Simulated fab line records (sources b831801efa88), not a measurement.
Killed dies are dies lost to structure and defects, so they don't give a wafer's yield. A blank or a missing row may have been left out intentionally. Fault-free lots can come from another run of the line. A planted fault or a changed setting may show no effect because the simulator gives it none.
Chamber matching :: flow sky130 :: SKY_PAD_OPEN_ETCH_07 on rie-diel-03: 4 sister chambers
The step etches the open film in CF4/O2, stops on AlCu, target depth 725 nm, time 161.1 s. 33 wafers are shown with their chamber, then 12 later ones without.

## WAFERS WITH THEIR CHAMBER
wafer: L077.1
chamber: 0
drypump-motor-current-A (A): 6.4
oes-product-au (a.u.): 0.969
throttle-valve-pct (%): 5.970

wafer: L077.2
chamber: 3
drypump-motor-current-A (A): 5.9
oes-product-au (a.u.): 0.967
throttle-valve-pct (%): 5.964

wafer: L077.3
chamber: 2
drypump-motor-current-A (A): 6.0
oes-product-au (a.u.): 0.961
throttle-valve-pct (%): 5.959

wafer: L077.4
chamber: 1
drypump-motor-current-A (A): 6.0
oes-product-au (a.u.): 0.980
throttle-valve-pct (%): 5.962

wafer: L077.5
chamber: 0
drypump-motor-current-A (A): 6.4
oes-product-au (a.u.): 0.981
throttle-valve-pct (%): 5.958

wafer: L077.6
chamber: 1
drypump-motor-current-A (A): 6.0
oes-product-au (a.u.): 0.973
throttle-valve-pct (%): 5.955

wafer: L076.1
chamber: 1
drypump-motor-current-A (A): 6.0
oes-product-au (a.u.): 0.978
throttle-valve-pct (%): 5.975

wafer: L076.2
chamber: 3
drypump-motor-current-A (A): 5.9
oes-product-au (a.u.): 0.969
throttle-valve-pct (%): 5.963

wafer: L076.3
chamber: 2
drypump-motor-current-A (A): 6.0
oes-product-au (a.u.): 0.970
throttle-valve-pct (%): 5.962

wafer: L076.4
chamber: 0
drypump-motor-current-A (A): 6.4
oes-product-au (a.u.): 0.985
throttle-valve-pct (%): 5.987

wafer: L076.5
chamber: 2
drypump-motor-current-A (A): 6.0
oes-product-au (a.u.): 0.975
throttle-valve-pct (%): 5.967

wafer: L076.6
chamber: 3
drypump-motor-current-A (A): 5.9
oes-product-au (a.u.): 0.979
throttle-valve-pct (%): 5.958

wafer: L078.1
chamber: 2
drypump-motor-current-A (A): 6.0
oes-product-au (a.u.): 0.974
throttle-valve-pct (%): 5.951

wafer: L078.2
chamber: 1
drypump-motor-current-A (A): 6.0
oes-product-au (a.u.): 0.983
throttle-valve-pct (%): 5.961

wafer: L078.3
chamber: 0
drypump-motor-current-A (A): 6.4
oes-product-au (a.u.): 0.969
throttle-valve-pct (%): 5.949

wafer: L078.4
chamber: 3
drypump-motor-current-A (A): 5.9
oes-product-au (a.u.): 0.971
throttle-valve-pct (%): 5.982

wafer: L078.5
chamber: 3
drypump-motor-current-A (A): 5.9
oes-product-au (a.u.): 0.974
throttle-valve-pct (%): 5.957

wafer: L078.6
chamber: 2
drypump-motor-current-A (A): 6.0
oes-product-au (a.u.): 0.973
throttle-valve-pct (%): 5.966

wafer: L082.3
chamber: 2
drypump-motor-current-A (A): 6.0
oes-product-au (a.u.): 0.978
throttle-valve-pct (%): 5.984

wafer: L082.4
chamber: 1
drypump-motor-current-A (A): 6.0
oes-product-au (a.u.): 0.984
throttle-valve-pct (%): 5.983

wafer: L082.6
chamber: 1
drypump-motor-current-A (A): 6.0
oes-product-au (a.u.): 0.978
throttle-valve-pct (%): 5.957

wafer: L086.2
chamber: 1
drypump-motor-current-A (A): 6.0
oes-product-au (a.u.): 0.970
throttle-valve-pct (%): 5.961

wafer: L086.4
chamber: 2
drypump-motor-current-A (A): 6.0
oes-product-au (a.u.): 0.977
throttle-valve-pct (%): 5.966

wafer: L086.5
chamber: 2
drypump-motor-current-A (A): 6.0
oes-product-au (a.u.): 0.985
throttle-valve-pct (%): 5.966

wafer: L090.3
chamber: 3
drypump-motor-current-A (A): 5.9
oes-product-au (a.u.): 0.976
throttle-valve-pct (%): 5.954

wafer: L090.4
chamber: 0
drypump-motor-current-A (A): 6.4
oes-product-au (a.u.): 0.992
throttle-valve-pct (%): 5.966

wafer: L090.5
chamber: 3
drypump-motor-current-A (A): 5.9
oes-product-au (a.u.): 0.984
throttle-valve-pct (%): 5.956

wafer: L091.4
chamber: 3
drypump-motor-current-A (A): 5.9
oes-product-au (a.u.): 0.968
throttle-valve-pct (%): 5.965

wafer: L091.5
chamber: 1
drypump-motor-current-A (A): 6.0
oes-product-au (a.u.): 0.980
throttle-valve-pct (%): 5.957

wafer: L091.6
chamber: 2
drypump-motor-current-A (A): 5.9
oes-product-au (a.u.): 0.985
throttle-valve-pct (%): 5.952

wafer: L092.3
chamber: 3
drypump-motor-current-A (A): 5.9
oes-product-au (a.u.): 0.972
throttle-valve-pct (%): 5.952

wafer: L092.4
chamber: 2
drypump-motor-current-A (A): 6.0
oes-product-au (a.u.): 0.971
throttle-valve-pct (%): 5.962

wafer: L092.6
chamber: 2
drypump-motor-current-A (A): 6.0
oes-product-au (a.u.): 0.982
throttle-valve-pct (%): 5.951

SIGNATURES (averages over the wafers above)
reading: drypump-motor-current-A
chamber 0: 6.400
chamber 1: 6.000
chamber 2: 5.991
chamber 3: 5.900
scatter within a chamber: 0.0177

reading: oes-product-au
chamber 0: 0.97920
chamber 1: 0.97825
chamber 2: 0.97555
chamber 3: 0.97333
scatter within a chamber: 0.00673

reading: throttle-valve-pct
chamber 0: 5.96600
chamber 1: 5.96387
chamber 2: 5.96236
chamber 3: 5.96122
scatter within a chamber: 0.0103
Rule: for each reading, subtract the chamber's mean from the wafer's reading, divide by that reading's scatter and square the result; add these up over the readings and take the root, which gives the wafer's distance from the chamber. If the next closest chamber is less than 2 further off than the closest, the wafer can't be placed; otherwise it belongs to the closest. The scatter: the root of (the sum of the squares of (reading less its chamber's mean) over the shown wafers, divided by (wafers less chambers)).

## WAFERS WITH NO CHAMBER GIVEN
wafer: L093.1
drypump-motor-current-A (A): 6.0
oes-product-au (a.u.): 0.965
throttle-valve-pct (%): 5.951

wafer: L093.2
drypump-motor-current-A (A): 6.0
oes-product-au (a.u.): 0.971
throttle-valve-pct (%): 5.968

wafer: L093.3
drypump-motor-current-A (A): 6.4
oes-product-au (a.u.): 0.971
throttle-valve-pct (%): 5.975

wafer: L093.4
drypump-motor-current-A (A): 5.9
oes-product-au (a.u.): 0.973
throttle-valve-pct (%): 5.957

wafer: L093.5
drypump-motor-current-A (A): 6.4
oes-product-au (a.u.): 0.974
throttle-valve-pct (%): 5.960

wafer: L093.6
drypump-motor-current-A (A): 6.0
oes-product-au (a.u.): 0.974
throttle-valve-pct (%): 5.971

wafer: L094.3
drypump-motor-current-A (A): 6.4
oes-product-au (a.u.): 0.988
throttle-valve-pct (%): 5.954

wafer: L094.5
drypump-motor-current-A (A): 6.4
oes-product-au (a.u.): 0.988
throttle-valve-pct (%): 5.983

wafer: L094.6
drypump-motor-current-A (A): 5.9
oes-product-au (a.u.): 0.984
throttle-valve-pct (%): 5.972

wafer: L095.3
drypump-motor-current-A (A): 6.0
oes-product-au (a.u.): 0.979
throttle-valve-pct (%): 5.949

wafer: L095.4
drypump-motor-current-A (A): 6.3
oes-product-au (a.u.): 0.988
throttle-valve-pct (%): 5.964

wafer: L095.5
drypump-motor-current-A (A): 6.0
oes-product-au (a.u.): 0.976
throttle-valve-pct (%): 5.978

## WHICH CHAMBER EACH ONE RAN IN
wafer: L093.1
from the rows above: can't be placed: 2 or 1
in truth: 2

wafer: L093.2
from the rows above: can't be placed: 2 or 1
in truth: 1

wafer: L093.3
from the rows above: 0
in truth: 0

wafer: L093.4
from the rows above: 3
in truth: 3

wafer: L093.5
from the rows above: 0
in truth: 0

wafer: L093.6
from the rows above: can't be placed: 1 or 2
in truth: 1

wafer: L094.3
from the rows above: 0
in truth: 0

wafer: L094.5
from the rows above: 0
in truth: 0

wafer: L094.6
from the rows above: 3
in truth: 3

wafer: L095.3
from the rows above: can't be placed: 1 or 2
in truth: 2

wafer: L095.4
from the rows above: 0
in truth: 0

wafer: L095.5
from the rows above: can't be placed: 1 or 2
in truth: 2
7 of 12 placed correctly. These rows do not allow placing 5 (true chamber among the candidates in 5). 0 placed wrongly.
